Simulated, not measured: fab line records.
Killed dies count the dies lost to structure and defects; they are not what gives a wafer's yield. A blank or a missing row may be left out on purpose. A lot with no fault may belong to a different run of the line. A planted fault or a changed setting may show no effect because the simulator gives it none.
Struck lot and sound lot, side by side ; flow sky130 ; 18 out of 708 route steps
Sound: the wafers L628.2, L628.4, L628.6. Struck: wafer L621.4 (left out: L621.2, a lot-mate that was not struck); the cause follows at the end.
At each step with rows: each side's tool, then ch and its chambers, then its first start. Under that, the readings that differ: sound wafers ; struck wafers ; difference of the means ; sigmas: that difference in standard deviations of wafers without a fault.
alike: words and numbers the same on both sides, and readings whose means are apart by under 2 such deviations; not compared: readings that were withheld, readings missing a value for some wafer, numbers with overlapping values and no deviation given by the record, and bounds like >300 which may hide the same value.
A row with sigmas, a row that says differs or no value, or rows on one side alone: a step with any of these is where the two part. Numbers that have no deviation but don't overlap get no sigmas and don't part them. A reading missing from all wafers of one side parts the sides only when that side holds two or more wafers.

SKY_CONTACT_CMP_04: polishes SiO2.
  sound on cmp-02 ch 0,1,3, day 37 01:49; struck on cmp-02 ch 0, day 34 18:01
  alike: head-pressure-psi, motor-current-A, slurry-filter-dp-kPa, time-to-endpoint-s
SKY_CONTACT_BOW_MEAS_05:
  sound: film-metro-04 at day 37 02:02; struck: film-metro-04 at day 34 18:20
  alike: CONTACT_BOW
then, 8 steps without rows for these wafers: SKY_CONTACT_DEHYDRATE_06 (time 60 s); SKY_CONTACT_HMDS_07 (prime time 60 s); SKY_CONTACT_COAT_08 (resist thk 60 nm); SKY_CONTACT_COAT_09 (resist thk 450 nm); SKY_CONTACT_SOFTBAKE_10 (time 90 s); SKY_CONTACT_EXPOSE_11 (exposes mask CTM1, target cd 170 nm); SKY_CONTACT_PEB_12; SKY_CONTACT_DEVELOP_13 (develop time 60 s).
SKY_CONTACT_CD_MEAS_14: target cd 170 nm.
  sound: cd-sem-01 at day 38 03:41; struck: cd-sem-01 at day 35 20:50
reading;sound;struck;difference;sigmas
cd-nm (nm);168.1 168.1 167.2;172.5;+4.7;+2
SKY_CONTACT_OVL_MEAS_15:
  sound: overlay-02 at day 38 03:48; struck: overlay-01 at day 35 20:57
  alike: CONTACT_OVL
SKY_CONTACT_ETCH_16: etches BARC in N2/H2, stops on SiO2, time 45.9 s, target depth 60 nm.
  sound on rie-diel-04 ch 1,2,3, day 38 03:50; struck on rie-diel-01 ch 2, day 35 20:59
reading;sound;struck;difference;sigmas
oes-product-au (a.u.);0.858 0.844 0.852;0.860;+0.009;+2
model.KrF-thick_of_CONTACT_COAT_09.thk-nm (nm);395.3 395.6 396;378.8;-16.8;
model.CONTACT.cd-nm (nm);167.6 168.4 167.5;176.1;+8.3;
  alike: drypump-motor-current-A, n2-flow-sccm, throttle-valve-pct
  not compared: rf-hours-counter-h
SKY_CONTACT_ETCH_17: etches SiO2 in C4F8/O2/Ar, stops on Si3N4, target depth 340 nm.
  sound on rie-diel-04 ch 1,2,3, day 38 03:52; struck on rie-diel-01 ch 2, day 35 21:01
  alike: oes-product-au
SKY_CONTACT_ETCH_18: etches Si3N4 in CHF3/O2, stops on TiN, time 39 s, target depth 75 nm.
  sound: rie-diel-04 ch 1,2,3; struck: rie-diel-01 ch 2
reading;sound;struck;difference;sigmas
throttle-valve-pct (%);8.796 8.788 8.796;8.773;-0.020;-2
model.KrF-thick_of_CONTACT_COAT_09.thk-nm (nm);242.5 246.1 245.9;229;-16;
model.CONTACT.cd-nm (nm);167.1 167.9 167.6;175.6;+8.1;
  alike: drypump-motor-current-A, oes-product-au
  not compared: rf-hours-counter-h
SKY_CONTACT_STRIP_19: strips in O2/N2.
  sound on plasma-asher-03 ch 0, day 38 03:58; struck on plasma-asher-03 ch 0, day 35 21:07
reading;sound;struck;difference;sigmas
strip-time-to-endpoint-s (s);3.613 3.671 3.639;3.473;-0.168;-6
  alike: drypump-motor-current-A, n2-flow-sccm, oes-product-au
  not compared: rf-hours-counter-h
then, 1 step without rows for these wafers: SKY_CONTACT_STRIP_20 (strips in post etch residue remover, time 1200 s).
-- the record jumps here: 13 days lie between the struck wafers' starts before and after (it left off in module CONTACT and takes up again in module PAD_OPEN, whose first step shown is number 708 of the route) --
SKY_PAD_OPEN_PROBE_99:
  record: rows for the struck wafers here (prober-01, day 49 00:10), none for the sound ones

== WHERE THEY PART ==
Earliest at SKY_CONTACT_CD_MEAS_14; latest, in this record, at SKY_PAD_OPEN_PROBE_99.

WHY: what the simulator had put in
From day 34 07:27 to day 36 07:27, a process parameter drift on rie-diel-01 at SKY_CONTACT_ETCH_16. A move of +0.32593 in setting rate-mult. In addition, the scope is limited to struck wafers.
